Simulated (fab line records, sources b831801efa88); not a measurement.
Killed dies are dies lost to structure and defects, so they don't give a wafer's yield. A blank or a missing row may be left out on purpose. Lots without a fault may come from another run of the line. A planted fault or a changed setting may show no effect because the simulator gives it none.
Which tool did it? | flow sky130 | 12 lots, 36 wafers sampled, at 6 steps of a route of 708

WHAT THE GAUGES READ, wafer by wafer
SKY_FIELD_ISO_THK_MEAS_23. Usual: FIELD_ISO_OXIDATION_01_THK 10.11 nm, standard deviation 0.17.
lot  | measured    | on            | FIELD_ISO_OXIDATION_01_THK (nm) | flag
L566 | day 2 08:22 | film_metro-03 | 10.00 10.05 9.99                |
L569 | day 3 02:53 | film_metro-03 | 10.04 9.88 10.03                |
L571 | day 3 12:36 | film_metro-04 | 10.18 10.04 10.08               |
L574 | day 4 08:47 | film_metro-03 | 9.87 9.72 9.89                  |
L575 | day 4 08:47 | film_metro-04 | 10.34 10.35 10.37               |
L576 | day 4 14:19 | film_metro-03 | 10.23 10.12 10.26               |
L577 | day 5 01:31 | film_metro-01 | 9.82 10.24 9.95                 |
L578 | day 5 01:49 | film_metro-01 | 10.18 9.99 10.02                |
L581 | day 5 15:43 | film_metro-04 | 10.32 10.42 10.39               |
L587 | day 6 21:42 | film_metro-03 | 9.91 10.07 9.77                 |
L588 | day 7 04:05 | film_metro-04 | 10.14 10.21 10.29               |
L589 | day 7 08:09 | film_metro-04 | 9.93 9.88 9.97                  |

SKY_PWDE_OVL_MEAS_07. Usual: PWDE_OVL 0.6 nm, standard deviation 1.3.
lot  | measured    | on         | PWDE_OVL (nm)  | flag
L566 | day 3 19:50 | overlay-02 | 1.6 1.1 0.2    |
L569 | day 5 09:08 | overlay-01 | -1.2 -0.4 -0.3 |
L571 | day 5 15:37 | overlay-01 | -0.9 0.3 -1.0  |
L574 | day 6 05:29 | overlay-02 | 0.9 1.2 0.4    |
L575 | day 6 05:50 | overlay-01 | -0.7 -1.3 -0.9 |
L576 | day 6 08:08 | overlay-02 | -1.1 0.2 -0.6  |
L577 | day 6 19:47 | overlay-01 | 0.2 -0.2 0.3   |
L578 | day 6 19:45 | overlay-01 | 1.3 0.0 -0.4   |
L581 | day 7 13:15 | overlay-01 | 3.1 1.6 2.6    |
L587 | day 8 21:37 | overlay-02 | 1.1 0.6 0.7    |
L588 | day 9 00:31 | overlay-01 | 2.2 2.5 3.2    |
L589 | day 9 04:44 | overlay-01 | 1.6 0.9 0.6    |

SKY_NWELL_TW_MEAS_15. Usual: NWELL_TW 1832, standard deviation 13.
lot  | measured     | on            | NWELL_TW       | flag
L566 | day 4 11:24  | film_metro-02 | 1844 1848 1842 |
L569 | day 6 04:11  | film_metro-02 | 1816 1833 1823 |
L571 | day 6 11:13  | film_metro-04 | 1843 1843 1833 |
L574 | day 7 01:47  | film_metro-03 | 1816 1813 1818 |
L575 | day 7 02:11  | film_metro-03 | 1822 1822 1821 |
L576 | day 7 04:19  | film_metro-02 | 1857 1851 1845 |
L577 | day 7 15:22  | film_metro-02 | 1853 1847 1847 |
L578 | day 7 15:13  | film_metro-03 | 1828 1817 1822 |
L581 | day 8 08:55  | film_metro-02 | 1833 1842 1840 |
L587 | day 9 20:52  | film_metro-04 | 1647 1647 1651 | OFF
L588 | day 9 23:28  | film_metro-04 | 1659 1656 1662 | OFF
L589 | day 10 03:40 | film_metro-04 | 1829 1834 1835 |

SKY_NWELL_RS_MEAS_29: measures by four-point-probe. Usual: NWELL_RS 625.0 ohm/sq, standard deviation 1.6.
lot  | measured     | on            | NWELL_RS (ohm/sq) | flag
L566 | day 5 05:14  | film_metro-03 | 625.6 626.5 625.9 |
L569 | day 7 00:12  | film_metro-04 | 623.3 621.3 622.2 |
L571 | day 7 06:14  | film_metro-04 | 622.8 623.9 623.9 |
L574 | day 7 20:04  | film_metro-04 | 624.6 624.5 624.0 |
L575 | day 7 20:25  | film_metro-02 | 626.2 628.2 627.3 |
L576 | day 7 22:34  | film_metro-04 | 623.5 622.9 624.1 |
L577 | day 8 12:14  | film_metro-02 | 625.5 624.7 626.4 |
L578 | day 8 11:55  | film_metro-03 | 625.0 624.4 624.8 |
L581 | day 9 06:07  | film_metro-03 | 624.3 625.1 626.5 |
L587 | day 10 19:23 | film_metro-02 | 746.2 745.1 747.4 | OFF
L588 | day 10 22:34 | film_metro-02 | 742.7 744.9 744.8 | OFF
L589 | day 11 02:59 | film_metro-04 | 626.1 625.3 626.7 |

WHICH TOOL RAN EACH LOT (tool, then ch and the chambers of the sampled wafers, then the start)
lot  | SKY_PWDE_STRIP_09                   | SKY_NWELL_IMPLANT_11
L566 | plasma_asher-04 ch 0,1, day 3 20:01 | implanter-03 ch 0, day 4 10:51
L569 | plasma_asher-01 ch 0,1, day 5 09:21 | implanter-03 ch 0, day 6 03:40
L571 | plasma_asher-04 ch 0,1, day 5 15:48 | implanter-01 ch 0, day 6 10:41
L574 | plasma_asher-03 ch 0,1, day 6 05:42 | implanter-03 ch 0, day 7 01:16
L575 | plasma_asher-01 ch 0,1, day 6 06:03 | implanter-01 ch 0, day 7 01:40
L576 | plasma_asher-04 ch 0,1, day 6 08:21 | implanter-03 ch 0, day 7 03:48
L577 | plasma_asher-03 ch 0,1, day 6 19:58 | implanter-04 ch 0, day 7 14:49
L578 | plasma_asher-04 ch 0,1, day 6 19:56 | implanter-01 ch 0, day 7 14:40
L581 | plasma_asher-01 ch 0,1, day 7 13:26 | implanter-01 ch 0, day 8 08:22
L587 | plasma_asher-01 ch 0,1, day 8 21:48 | implanter-01 ch 0, day 9 20:19
L588 | plasma_asher-03 ch 0,1, day 9 00:42 | implanter-01 ch 0, day 9 22:55
L589 | plasma_asher-04 ch 0,1, day 9 04:55 | implanter-03 ch 0, day 10 03:07
- SKY_PWDE_STRIP_09: strips in O2/N2.
- SKY_NWELL_IMPLANT_11

WHAT THE TOOLS THEMSELVES READ (means of the sampled wafers that have a number; where no wafer has one, the mark that the record gives instead)
SKY_PWDE_STRIP_09. Usual: drypump_motor_current_A 5.4 A, standard deviation 0.44; oes_product_au 0.722 a.u., standard deviation 0.0043; strip_time_to_endpoint_s 36.96 s, standard deviation 0.087.
lot  | tool            | drypump_motor_current_A (A) | oes_product_au (a.u.) | strip_time_to_endpoint_s (s) | flag
L566 | plasma_asher-04 | 5.5                         | 0.722                 | 37.00                        |
L569 | plasma_asher-01 | 5.3                         | 0.719                 | 37.01                        |
L571 | plasma_asher-04 | 5.5                         | 0.723                 | 36.98                        |
L574 | plasma_asher-03 | 4.9                         | 0.724                 | 37.05                        |
L575 | plasma_asher-01 | 5.3                         | 0.722                 | 36.89                        |
L576 | plasma_asher-04 | 5.5                         | 0.729                 | 36.96                        |
L577 | plasma_asher-03 | 4.9                         | 0.723                 | 37.00                        |
L578 | plasma_asher-04 | 5.4                         | 0.720                 | 36.87                        |
L581 | plasma_asher-01 | 5.3                         | 0.722                 | 36.89                        |
L587 | plasma_asher-01 | 5.6                         | 0.723                 | 36.92                        |
L588 | plasma_asher-03 | 4.9                         | 0.722                 | 36.83                        |
L589 | plasma_asher-04 | 5.5                         | 0.723                 | 36.92                        |

SKY_NWELL_IMPLANT_11. Usual: dose_ions_cm2 1.8998e+13, standard deviation 1.9e+10; faraday_current_uA 107.2, standard deviation 2.1.
lot  | tool         | dose_ions_cm2 | faraday_current_uA | flag
L566 | implanter-03 | 1.9021e+13    | 104.9              |
L569 | implanter-03 | 1.8999e+13    | 107.8              |
L571 | implanter-01 | 1.8979e+13    | 106.1              |
L574 | implanter-03 | 1.8977e+13    | 109.0              |
L575 | implanter-01 | 1.8995e+13    | 106.7              |
L576 | implanter-03 | 1.9000e+13    | 108.6              |
L577 | implanter-04 | 1.9013e+13    | 106.2              |
L578 | implanter-01 | 1.8999e+13    | 109.4              |
L581 | implanter-01 | 1.9003e+13    | 107.0              |
L587 | implanter-01 | 1.3646e+13    | 76.0               | OFF
L588 | implanter-01 | 1.3640e+13    | 76.7               | OFF
L589 | implanter-03 | 1.8985e+13    | 106.6              |

THE ANSWER, worked out from the rows above alone
Rule: a lot is off if the mean of its wafers that have a number lies more than 3 standard deviations from the usual mean. A lot without any number at a reading at which 4 lots or more have one is off too. The other lots that the step has rows for count as sound. The gauges are gone through in route order, then the tools' own readings, and for those a lot's mean is taken as printed above. The first step at which some lot is off is used, and at that step the reading that is off furthest; a lot without a number counts as furthest.
Off: L587, L588, at SKY_NWELL_TW_MEAS_15 (NWELL_TW).
A tool fits if, at a process step before that reading, it ran every lot that is off, and no sound lot after the first of them. The gauges at SKY_NWELL_TW_MEAS_15 aren't tried: what is off there is off at SKY_NWELL_RS_MEAS_29 too, on other tools, and a gauge's error can't cause that. One fits: implanter-01 at SKY_NWELL_IMPLANT_11. Its last sound lot is L581 (day 8 08:22), its first lot that is off L587 (day 9 20:19): a fault that began between those two fits.
The tool's own readings at SKY_NWELL_IMPLANT_11 bear it out: on the lots that are off they differ by more than 5 times the standard deviation of the sound lots' means. dose_ions_cm2 reads 1.3643e+13 there against 1.8997e+13 on the sound lots; faraday_current_uA reads 76.3 there against 107.2 on the sound lots.

WHAT THE SIMULATOR HAD PUT IN
Process parameter drift: implanter-01, from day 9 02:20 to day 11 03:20, at SKY_NWELL_IMPLANT_11. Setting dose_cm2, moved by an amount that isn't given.
Lots struck among those shown: L587, L588. The rule above found the same.
